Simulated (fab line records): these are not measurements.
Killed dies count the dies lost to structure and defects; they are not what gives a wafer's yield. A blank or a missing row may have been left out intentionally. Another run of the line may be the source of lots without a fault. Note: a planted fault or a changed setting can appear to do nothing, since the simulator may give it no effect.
fab line records + flow sky130
record:
- lots: 12
- wafers: 36
- lastDay: 50
route steps=708 shown SD_P@331 SD_N@349 LI_CONTACT@364 PAD_OPEN@708
lots with no fault: from the same line, run without faults
startH: the number of hours between the record's first day and the start of the first shown wafer of the lot + waitH: hours elapsed since this lot's preceding step + " same as the row above + L1.1+2: a single row standing in for several wafers + - value missing, or start not given + * or withheld: withheld + < > ~ a bound
route shown NAME@n: a module of which the file shows steps, and the number in the route of the first + usual: the fault-free wafers' mean and standard deviation + same: alike in all rows + chamber/n: place in a boat + sites: the reading at each site + _std_site: standard deviation across them + _edge_site: the outer-site mean with the inner-site mean subtracted + radiusMm: for every site, how far away it sits from the centre of the wafer + mask NAME#n: copy n + behind: the most recent tool/chamber to have shaped the wafer + hold: why the lot went on hold/how many hours it stayed there/how the hold came to an end + device: whichever transistor did not switch (one of n, p or np) + end of line: the route-end tests of the same wafers + a step without rows: its recipe alone + killed: count of dies lost to structure and defects at first sort (not the wafer's yield) + map: a wafer's dies, x killed, . not, _ none there
set.NAME: the setting that was run; set.NAME@STEP: the one run at that earlier step + model.NAME: the simulator's own value behind a step, which no gauge read
route steps across a sampled set of lots; one table per step, one row per wafer
services: a tool's chamber out of use, with start hour (startH, from the record's first day; less than 0 if before it), hours out, and reason
== steps ==
step: SKY_SD_P_TW_MEAS_11
usual:
- SD_P_TW: 2817/19
| lot.wafer | tool         | chamber | startH | waitH | SD_P_TW |
|-----------|--------------|---------|--------|-------|---------|
| L517.1    | filmMetro-03 | -       | 589.90 | 0.1   | 2822    |
| L517.3    | "            | -       | "      | "     | 2831    |
| L517.5    | "            | -       | "      | "     | 2831    |
| L518.1    | filmMetro-01 | -       | 598.79 | 0.1   | 2845    |
| L518.4    | "            | -       | "      | "     | 2828    |
| L518.6    | "            | -       | "      | "     | 2834    |
| L520.2    | filmMetro-02 | -       | 621.25 | 0.1   | 2793    |
| L520.3    | "            | -       | "      | "     | 2788    |
| L520.5    | "            | -       | "      | "     | 2800    |
| L521.1    | filmMetro-03 | -       | 623.45 | 0.1   | 2813    |
| L521.2    | "            | -       | "      | "     | 2804    |
| L521.6    | "            | -       | "      | "     | 2814    |
| L522.1    | filmMetro-02 | -       | 635.63 | 0.1   | 2800    |
| L522.2    | "            | -       | "      | "     | 2799    |
| L522.4    | "            | -       | "      | "     | 2791    |
| L526.2    | filmMetro-02 | -       | 668.24 | 0.1   | 2786    |
| L526.4    | "            | -       | "      | "     | 2798    |
| L526.6    | "            | -       | "      | "     | 2797    |
| L528.1    | filmMetro-03 | -       | 684.60 | 0.1   | 2830    |
| L528.3    | "            | -       | "      | "     | 2831    |
| L528.5    | "            | -       | "      | "     | 2834    |
| L530.4    | filmMetro-03 | -       | 703.12 | 0.1   | 2839    |
| L530.5    | "            | -       | "      | "     | 2830    |
| L530.6    | "            | -       | "      | "     | 2826    |
| L535.3    | filmMetro-01 | -       | 736.56 | 0.1   | 2813    |
| L535.4    | "            | -       | "      | "     | 2813    |
| L535.5    | "            | -       | "      | "     | 2812    |
| L537.1    | filmMetro-01 | -       | 753.79 | 0.1   | 2829    |
| L537.3    | "            | -       | "      | "     | 2824    |
| L537.5    | "            | -       | "      | "     | 2828    |
| L539.1    | filmMetro-02 | -       | 780.29 | 0.1   | 2796    |
| L539.5    | "            | -       | "      | "     | 2778    |
| L539.6    | "            | -       | "      | "     | 2780    |
| L540.3    | filmMetro-02 | -       | 788.32 | 0.1   | 2788    |
| L540.4    | "            | -       | "      | "     | 2778    |
| L540.5    | "            | -       | "      | "     | 2785    |
step: SKY_SD_N_CD_MEAS_07
recipe:
- targetCdNm: 380
usual:
- cdNm: 380.2/2.1
| lot.wafer | tool     | chamber | startH | waitH | cdNm  |
|-----------|----------|---------|--------|-------|-------|
| L517.1    | cdSem-02 | -       | 647.59 | 0.1   | 379.7 |
| L517.3    | "        | -       | "      | "     | 378.5 |
| L517.5    | "        | -       | "      | "     | 377.8 |
| L518.1    | cdSem-01 | -       | 656.79 | 0.1   | 382.2 |
| L518.4    | "        | -       | "      | "     | 379.1 |
| L518.6    | "        | -       | "      | "     | 381.4 |
| L520.2    | cdSem-01 | -       | 677.91 | 0.1   | 385.0 |
| L520.3    | "        | -       | "      | "     | 385.9 |
| L520.5    | "        | -       | "      | "     | 382.9 |
| L521.1    | cdSem-02 | -       | 680.38 | 0.1   | 378.9 |
| L521.2    | "        | -       | "      | "     | 378.5 |
| L521.6    | "        | -       | "      | "     | 378.5 |
| L522.1    | cdSem-01 | -       | 692.15 | 0.1   | 377.6 |
| L522.2    | "        | -       | "      | "     | 380.3 |
| L522.4    | "        | -       | "      | "     | 377.3 |
| L526.2    | cdSem-01 | -       | 723.91 | 0.1   | 380.4 |
| L526.4    | "        | -       | "      | "     | 381.3 |
| L526.6    | "        | -       | "      | "     | 380.8 |
| L528.1    | cdSem-01 | -       | 739.30 | 0.1   | 378.6 |
| L528.3    | "        | -       | "      | "     | 380.4 |
| L528.5    | "        | -       | "      | "     | 379.4 |
| L530.4    | cdSem-02 | -       | 759.14 | 0.1   | 383.4 |
| L530.5    | "        | -       | "      | "     | 381.1 |
| L530.6    | "        | -       | "      | "     | 384.2 |
| L535.3    | cdSem-02 | -       | 789.23 | 0.1   | 381.6 |
| L535.4    | "        | -       | "      | "     | 381.8 |
| L535.5    | "        | -       | "      | "     | 383.7 |
| L537.1    | cdSem-02 | -       | 806.78 | 0.1   | 378.8 |
| L537.3    | "        | -       | "      | "     | 379.7 |
| L537.5    | "        | -       | "      | "     | 379.7 |
| L539.1    | cdSem-01 | -       | 832.35 | 0.1   | 378.1 |
| L539.5    | "        | -       | "      | "     | 376.5 |
| L539.6    | "        | -       | "      | "     | 378.9 |
| L540.3    | cdSem-02 | -       | 840.29 | 0.1   | 381.9 |
| L540.4    | "        | -       | "      | "     | 383.1 |
| L540.5    | "        | -       | "      | "     | 379.6 |
step: SKY_SD_N_RTA_14
recipe:
- tempC: 1075
- timeS: 2
- idleTempC: 650
- rampUpCPerS: 150
- rampDownCPerS: 90
- ambient: N2
usual:
- lampPowerPct: 15.74/0.053
- rampUpCPerS: 150.00/0.026
- wafer_temp_C_max: 1078.0/1.3
| lot.wafer | tool         | chamber | startH | waitH | lampPowerPct | rampUpCPerS | wafer_temp_C_max |
|-----------|--------------|---------|--------|-------|--------------|-------------|------------------|
| L517.1    | rtpAnneal-01 | 0       | 648.26 | 0.0   | 15.81        | 149.99      | 1080.2           |
| L517.3    | "            | 0       | "      | "     | 15.78        | 149.98      | 1079.2           |
| L517.5    | "            | 0       | "      | "     | 15.76        | 149.99      | 1077.1           |
| L518.1    | rtpAnneal-02 | 0       | 657.46 | 0.0   | 15.80        | 149.98      | 1076.5           |
| L518.4    | "            | 0       | "      | "     | 15.83        | 150.03      | 1077.9           |
| L518.6    | "            | 0       | "      | "     | 15.85        | 149.99      | 1078.3           |
| L520.2    | rtpAnneal-02 | 0       | 678.57 | 0.0   | 15.65        | 150.01      | 1078.8           |
| L520.3    | "            | 0       | "      | "     | 15.76        | 149.98      | 1078.3           |
| L520.5    | "            | 0       | "      | "     | 15.72        | 149.96      | 1076.4           |
| L521.1    | rtpAnneal-01 | 0       | 681.04 | 0.0   | 15.66        | 150.00      | 1079.2           |
| L521.2    | "            | 0       | "      | "     | 15.70        | 149.94      | 1077.9           |
| L521.6    | "            | 0       | "      | "     | 15.76        | 150.03      | 1076.2           |
| L522.1    | rtpAnneal-02 | 0       | 692.83 | 0.0   | 15.71        | 150.03      | 1077.4           |
| L522.2    | "            | 0       | "      | "     | 15.64        | 150.00      | 1078.4           |
| L522.4    | "            | 0       | "      | "     | 15.88        | 149.99      | 1078.7           |
| L526.2    | rtpAnneal-02 | 0       | 724.57 | 0.0   | 15.69        | 150.06      | 1076.4           |
| L526.4    | "            | 0       | "      | "     | 15.83        | 149.98      | 1077.1           |
| L526.6    | "            | 0       | "      | "     | 15.69        | 149.99      | 1077.5           |
| L528.1    | rtpAnneal-02 | 0       | 739.97 | 0.0   | 15.75        | 150.02      | 1077.1           |
| L528.3    | "            | 0       | "      | "     | 15.73        | 150.01      | 1078.0           |
| L528.5    | "            | 0       | "      | "     | 15.72        | 149.98      | 1080.3           |
| L530.4    | rtpAnneal-02 | 0       | 759.77 | 0.0   | 15.74        | 149.99      | 1076.7           |
| L530.5    | "            | 0       | "      | "     | 15.70        | 150.02      | 1076.9           |
| L530.6    | "            | 0       | "      | "     | 15.76        | 150.01      | 1076.6           |
| L535.3    | rtpAnneal-01 | 0       | 789.88 | 0.0   | 15.76        | 150.01      | 1075.1           |
| L535.4    | "            | 0       | "      | "     | 15.71        | 149.97      | 1077.5           |
| L535.5    | "            | 0       | "      | "     | 15.72        | 150.01      | 1079.1           |
| L537.1    | rtpAnneal-01 | 0       | 807.50 | 0.0   | 15.71        | 149.97      | 1079.1           |
| L537.3    | "            | 0       | "      | "     | 15.76        | 149.94      | 1080.6           |
| L537.5    | "            | 0       | "      | "     | 15.79        | 149.97      | 1078.4           |
| L539.1    | rtpAnneal-01 | 0       | 833.02 | 0.0   | 15.73        | 150.02      | 1079.4           |
| L539.5    | "            | 0       | "      | "     | 15.64        | 149.96      | 1076.2           |
| L539.6    | "            | 0       | "      | "     | 15.74        | 149.99      | 1078.5           |
| L540.3    | rtpAnneal-02 | 0       | 840.94 | 0.0   | 15.74        | 149.96      | 1077.2           |
| L540.4    | "            | 0       | "      | "     | 15.83        | 150.01      | 1077.7           |
| L540.5    | "            | 0       | "      | "     | 15.74        | 150.01      | 1077.7           |
step: SKY_SD_N_RS_MEAS_16
recipe:
- thkMeasGauge: four-point-probe
usual:
- SD_N_RS: 68.47/0.1
| lot.wafer | tool         | chamber | startH | waitH | SD_N_RS[ohm/sq] |
|-----------|--------------|---------|--------|-------|-----------------|
| L517.1    | filmMetro-02 | -       | 648.43 | 0.1   | 68.46           |
| L517.3    | "            | -       | "      | "     | 68.59           |
| L517.5    | "            | -       | "      | "     | 68.52           |
| L518.1    | filmMetro-01 | -       | 657.63 | 0.1   | 68.24           |
| L518.4    | "            | -       | "      | "     | 68.34           |
| L518.6    | "            | -       | "      | "     | 68.35           |
| L520.2    | filmMetro-02 | -       | 678.75 | 0.1   | 68.50           |
| L520.3    | "            | -       | "      | "     | 68.53           |
| L520.5    | "            | -       | "      | "     | 68.40           |
| L521.1    | filmMetro-02 | -       | 681.22 | 0.1   | 68.49           |
| L521.2    | "            | -       | "      | "     | 68.28           |
| L521.6    | "            | -       | "      | "     | 68.56           |
| L522.1    | filmMetro-01 | -       | 693.00 | 0.1   | 68.40           |
| L522.2    | "            | -       | "      | "     | 68.60           |
| L522.4    | "            | -       | "      | "     | 68.43           |
| L526.2    | filmMetro-01 | -       | 724.75 | 0.1   | 68.47           |
| L526.4    | "            | -       | "      | "     | 68.50           |
| L526.6    | "            | -       | "      | "     | 68.49           |
| L528.1    | filmMetro-02 | -       | 740.14 | 0.1   | 71.12           |
| L528.3    | "            | -       | "      | "     | 71.14           |
| L528.5    | "            | -       | "      | "     | 71.22           |
| L530.4    | filmMetro-01 | -       | 759.98 | 0.1   | 71.12           |
| L530.5    | "            | -       | "      | "     | 71.05           |
| L530.6    | "            | -       | "      | "     | 71.36           |
| L535.3    | filmMetro-02 | -       | 790.07 | 0.1   | 68.36           |
| L535.4    | "            | -       | "      | "     | 68.40           |
| L535.5    | "            | -       | "      | "     | 68.34           |
| L537.1    | filmMetro-03 | -       | 807.67 | 0.1   | 68.43           |
| L537.3    | "            | -       | "      | "     | 68.41           |
| L537.5    | "            | -       | "      | "     | 68.36           |
| L539.1    | filmMetro-02 | -       | 833.20 | 0.1   | 68.39           |
| L539.5    | "            | -       | "      | "     | 68.43           |
| L539.6    | "            | -       | "      | "     | 68.53           |
| L540.3    | filmMetro-01 | -       | 841.14 | 0.1   | 68.44           |
| L540.4    | "            | -       | "      | "     | 68.54           |
| L540.5    | "            | -       | "      | "     | 68.60           |
step: SKY_SD_N_RS_MEAS_17
recipe:
- thkMeasGauge: four-point-probe
usual:
- SD_P_RS: 147.0/0.33
| lot.wafer | tool         | chamber | startH | waitH | SD_P_RS[ohm/sq] |
|-----------|--------------|---------|--------|-------|-----------------|
| L517.1    | filmMetro-02 | -       | 648.55 | 0.1   | 146.7           |
| L517.3    | "            | -       | "      | "     | 146.7           |
| L517.5    | "            | -       | "      | "     | 146.7           |
| L518.1    | filmMetro-01 | -       | 657.75 | 0.1   | 146.9           |
| L518.4    | "            | -       | "      | "     | 147.0           |
| L518.6    | "            | -       | "      | "     | 146.8           |
| L520.2    | filmMetro-02 | -       | 678.87 | 0.1   | 147.2           |
| L520.3    | "            | -       | "      | "     | 146.9           |
| L520.5    | "            | -       | "      | "     | 146.8           |
| L521.1    | filmMetro-02 | -       | 681.34 | 0.1   | 147.0           |
| L521.2    | "            | -       | "      | "     | 147.1           |
| L521.6    | "            | -       | "      | "     | 147.0           |
| L522.1    | filmMetro-01 | -       | 693.12 | 0.1   | 146.9           |
| L522.2    | "            | -       | "      | "     | 147.1           |
| L522.4    | "            | -       | "      | "     | 146.4           |
| L526.2    | filmMetro-01 | -       | 724.87 | 0.1   | 146.7           |
| L526.4    | "            | -       | "      | "     | 146.6           |
| L526.6    | "            | -       | "      | "     | 146.2           |
| L528.1    | filmMetro-02 | -       | 740.26 | 0.1   | 162.1           |
| L528.3    | "            | -       | "      | "     | 162.0           |
| L528.5    | "            | -       | "      | "     | 161.9           |
| L530.4    | filmMetro-01 | -       | 760.10 | 0.1   | 161.9           |
| L530.5    | "            | -       | "      | "     | 161.3           |
| L530.6    | "            | -       | "      | "     | 162.0           |
| L535.3    | filmMetro-02 | -       | 790.19 | 0.1   | 146.6           |
| L535.4    | "            | -       | "      | "     | 146.4           |
| L535.5    | "            | -       | "      | "     | 147.1           |
| L537.1    | filmMetro-03 | -       | 807.79 | 0.1   | 147.0           |
| L537.3    | "            | -       | "      | "     | 146.6           |
| L537.5    | "            | -       | "      | "     | 146.9           |
| L539.1    | filmMetro-02 | -       | 833.32 | 0.1   | 146.9           |
| L539.5    | "            | -       | "      | "     | 146.6           |
| L539.6    | "            | -       | "      | "     | 146.4           |
| L540.3    | filmMetro-01 | -       | 841.26 | 0.1   | 146.6           |
| L540.4    | "            | -       | "      | "     | 146.6           |
| L540.5    | "            | -       | "      | "     | 147.0           |
step: SKY_LI_CONTACT_CMP_02
recipe:
- material: PSG
- downForcePsi: 4
- platenRpm: 60
- padVelocityMS: 0.94248
usual:
- motorCurrentA: 12.7/0.72
- timeToEndpointS: 32.3/2.7
| lot.wafer | tool   | chamber | startH | waitH | motorCurrentA | timeToEndpointS |
|-----------|--------|---------|--------|-------|---------------|-----------------|
| L517.3    | cmp-02 | 3       | 649.02 | 0.1   | 13.1          | 35.1            |
| L517.1    | "      | 1       | "      | "     | 12.2          | 34.8            |
| L517.5    | "      | 3       | "      | "     | 12.8          | 34.1            |
| L518.1    | cmp-01 | 1       | 658.22 | 0.1   | 12.7          | 30.3            |
| L518.4    | "      | 2       | "      | "     | 13.5          | 30.8            |
| L518.6    | "      | 1       | "      | "     | 13.2          | 28.5            |
| L520.2    | cmp-02 | 3       | 679.27 | 0.0   | 12.7          | 35.3            |
| L520.3    | "      | 1       | "      | "     | 12.3          | 33.2            |
| L520.5    | "      | 0       | "      | "     | 14.1          | 29.4            |
| L521.1    | cmp-01 | 2       | 681.76 | 0.1   | 13.3          | 34.6            |
| L521.2    | "      | 3       | "      | "     | 12.2          | 34.9            |
| L521.6    | "      | 2       | "      | "     | 13.8          | 34.8            |
| L522.2    | cmp-02 | 2       | 693.54 | 0.0   | 12.0          | 30.9            |
| L522.1    | "      | 3       | "      | "     | 13.5          | 38.2            |
| L522.4    | "      | 1       | "      | "     | 12.5          | 35.6            |
| L526.4    | cmp-01 | 2       | 725.27 | 0.0   | 13.5          | 34.8            |
| L526.2    | "      | 3       | "      | "     | 13.0          | 32.2            |
| L526.6    | "      | 3       | "      | "     | 12.5          | 34.2            |
| L528.3    | cmp-02 | 3       | 740.76 | 0.1   | 14.1          | 32.6            |
| L528.1    | "      | 0       | "      | "     | 13.2          | 31.9            |
| L528.5    | "      | 2       | "      | "     | 11.6          | 33.6            |
| L530.4    | cmp-02 | 3       | 760.47 | 0.0   | 13.3          | 31.2            |
| L530.6    | "      | 3       | "      | "     | 13.1          | 34.0            |
| L530.5    | "      | 0       | "      | "     | 13.6          | 31.3            |
| L535.4    | cmp-02 | 3       | 790.57 | 0.0   | 13.3          | 35.2            |
| L535.3    | "      | 0       | "      | "     | 13.0          | 32.3            |
| L535.5    | "      | 0       | "      | "     | 13.6          | 33.8            |
| L537.1    | cmp-01 | 3       | 808.21 | 0.1   | 12.4          | 30.4            |
| L537.3    | "      | 1       | "      | "     | 12.7          | 28.4            |
| L537.5    | "      | 0       | "      | "     | 13.6          | 30.6            |
| L539.1    | cmp-02 | 3       | 833.79 | 0.1   | 13.4          | 37.9            |
| L539.5    | "      | 2       | "      | "     | 12.0          | 31.5            |
| L539.6    | "      | 3       | "      | "     | 13.1          | 38.6            |
| L540.4    | cmp-02 | 0       | 841.63 | 0.0   | 13.1          | 35.3            |
| L540.3    | "      | 2       | "      | "     | 11.7          | 31.4            |
| L540.5    | "      | 0       | "      | "     | 13.8          | 30.2            |
step: SKY_PAD_OPEN_PROBE_99
usual:
- killed_at_M0_to_M3: 43/6.8
- killed_at_M4_up: 3.3/2.1
- killedAtContacts: 24/5
- killedAtFrontEnd: 15/4.4
- killedAtOther: 0.3/0.57
- killedDies: 86/9.7
- killedOpen: 47/7.3
- killedShort: 39/6.1
same:
- grossDies: 492
- killedAtBackSide: 0
| lot.wafer | tool      | chamber | startH  | waitH | killed_at_M0_to_M3 | killed_at_M4_up | killedAtContacts | killedAtFrontEnd | killedAtOther | killedDies | killedOpen | killedShort |
|-----------|-----------|---------|---------|-------|--------------------|-----------------|------------------|------------------|---------------|------------|------------|-------------|
| L530.4    | prober-01 | -       | 1154.90 | 0.2   | 54                 | 3               | 27               | 8                | 0             | 92         | 43         | 49          |
| L530.5    | prober-01 | -       | 1154.95 | 0.2   | 32                 | 3               | 35               | 20               | 0             | 90         | 45         | 45          |
| L530.6    | prober-01 | -       | 1155.00 | 0.2   | 49                 | 3               | 26               | 7                | 1             | 86         | 49         | 35          |
killed by level:class
L530.4 METAL2:geometricParticle:short=10 METAL1:geometricParticle:short=9 VIA2:geometricParticle:open=7 LI_CONTACT:geometricParticle:open=6 VIA1:geometricParticle:open=6 LOCAL_INTERCONNECT:geometricParticle:short=5 LOCAL_INTERCONNECT:geometricParticle:open=5 METAL1:geometricParticle:open=5
L530.5 LOCAL_INTERCONNECT:geometricParticle:short=10 CONTACT:geometricParticle:open=8 LI_CONTACT:geometricParticle:open=8 VIA1:geometricParticle:open=7 FIELD_ISO:geometricParticle:open=6 POLY_GATE:geometricParticle:open=6 VIA1:geometricParticle:short=5 CONTACT:geometricParticle:short=5
L530.6 VIA3:geometricParticle:open=12 LI_CONTACT:geometricParticle:open=9 VIA2:geometricParticle:open=9 LOCAL_INTERCONNECT:geometricParticle:short=6 METAL1:geometricParticle:short=6 CONTACT:geometricParticle:open=5 CONTACT:geometricParticle:short=4 VIA3:geometricParticle:short=4
== services ==
| tool         | chamber | startH | hours | kind                          |
|--------------|---------|--------|-------|-------------------------------|
| cmp-02       | -       | 645.85 | 2.2   | repair                        |
| rtpAnneal-02 | -       | 654.47 | 0.8   | repair                        |
| cmp-02       | -       | 662.01 | 0.3   | repair                        |
| cmp-02       | -       | 675.43 | 0.6   | repair                        |
| cmp-01       | -       | 714.42 | 2.3   | repair                        |
| cmp-02       | -       | 726.80 | 4.5   | pm                            |
| cmp-01       | -       | 734.23 | 0.7   | repair                        |
| cmp-01       | -       | 734.71 | 1.6   | repair                        |
| cmp-01       | -       | 738.10 | 5.7   | pm                            |
| cmp-01       | -       | 744.06 | 4.0   | pm                            |
| cmp-01       | -       | 748.06 | -     | consumableReplace:conditioner |
| cmp-01       | -       | 748.06 | -     | consumableReplace:pad         |
| cmp-02       | -       | 763.27 | 5.4   | pm                            |
| cmp-02       | -       | 771.91 | 4.4   | repair                        |
| rtpAnneal-01 | -       | 808.87 | 1.0   | pm                            |
| cmp-01       | -       | 828.70 | 3.0   | repair                        |
| cmp-02       | -       | 834.26 | 0.9   | repair                        |
== key ==
firstSign:
- step: SKY_SD_N_RS_MEAS_16
- reading: SD_N_RS
- direction: up
- sigmas: 26
- usual: 68.47
- struck: 71.17
effect:
- step: SKY_SD_N_RS_MEAS_17
- reading: SD_P_RS
- direction: up
- sigmas: 45
- usual: 147.0
- struck: 161.9
metAt SKY_SD_N_RTA_14
struckLots L528,L530
testerLeftOut L528,L530
notActingAt SKY_SD_P_TW_MEAS_11,SKY_SD_N_CD_MEAS_07,SKY_LI_CONTACT_CMP_02
onsetBetween 724.57 739.97
fault:
- kind: processParameterDrift
- tool: rtpAnneal-02
- chamber: -
- onsetH: 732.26
- steps: SKY_SD_N_RTA_14
- channel: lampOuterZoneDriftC
- offset: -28
- shape: step
- endH: 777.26
testerLeftOut: of these lots the tester's yield and bins aren't shown, on N5 and GAA mostly nor the transistor test; their killed dies are dies lost to structure and defects alone, not to doping, threshold or leakage, so they don't give the yield
